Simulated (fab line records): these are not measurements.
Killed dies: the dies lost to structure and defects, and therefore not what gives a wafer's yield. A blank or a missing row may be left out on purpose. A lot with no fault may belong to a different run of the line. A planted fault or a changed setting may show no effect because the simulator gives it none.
Code-filled problem report in 8D (eight disciplines) form | flow gf180mcu | the parts of the form that need people (team, actions taken, sign-off) are left out

## 1. PROBLEM STATEMENT
Wafers without a fault read 60.002, standard deviation 0.018; beam energy keV at GF_HV_LDD_IMPLANT_34 reads a mean of 55.995 on 6 wafers belonging to 2 lots. That is -99 or more standard deviations from the usual mean.
First observed at day 14 16:12: wafer L707.2, on implanter-01. At this step, 36 wafers from 12 lots have a number in the record. Rule for "out" (also "out of limits"): further than 4 standard deviations from the usual mean. The rest of the wafers with a number are treated as sound.

## 2. WHAT IT IS; WHAT IT IS NOT
question                    | is                     | is not
which readings at this step | beam energy keV        | -
which lots                  | L707, L709             | L699, L700, L701, L702, L717, L718, L719, L720, L721, L722
which wafers of those lots  | all that have a number | -
read on which tools         | implanter-01           | implanter-02, implanter-04
when                        | from day 14 16:12      | up to then (12 sound wafers); but 18 sound wafers of L717, L718, L719, L720, L721, L722 came after

## 3. WHAT RULES OUT EACH SUSPECT
Counting: any tool at a process step up to the reading is kept as a suspect provided that every lot that is out went through it and no sound lot did after the first of them.
- implanter-01 at GF_HV_LDD_IMPLANT_34: ruled out as a lasting fault. Sound lots L717, L719 ran on it after its first lot that is out, L707 (day 14 16:12).
Left after counting: nothing in the record.

## 4. THE CAUSE (what the simulator had put in)
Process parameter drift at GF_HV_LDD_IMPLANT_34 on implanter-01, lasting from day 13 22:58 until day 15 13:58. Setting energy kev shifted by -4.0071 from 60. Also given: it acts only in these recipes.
Counting ruled it out, wrongly.

## 5. SEQUENCE OF EFFECTS, ordered by route
One row per reading whose mean, taken over the struck wafers that have a number, lies over 3 standard deviations from the usual. Only readings whose record carries a usual standard deviation are examined. hours: median over the lots of the time between each lot's start at the first step of this table that gives one and its start at this step. sigmas: the change, counted in usual standard deviations.
hours | step                 | reading         | usual  | on struck wafers | change | sigmas
0     | GF_HV_LDD_IMPLANT_34 | beam energy keV | 60.002 | 55.995           | -4.008 | -99 or more
It contains these process steps:
- GF_HV_LDD_IMPLANT_34

## 6. WHAT WOULD HAVE CAUGHT IT SOONER
In this record the first reading out of limits was taken at day 14 16:12, 17 hours after the fault began at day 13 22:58.
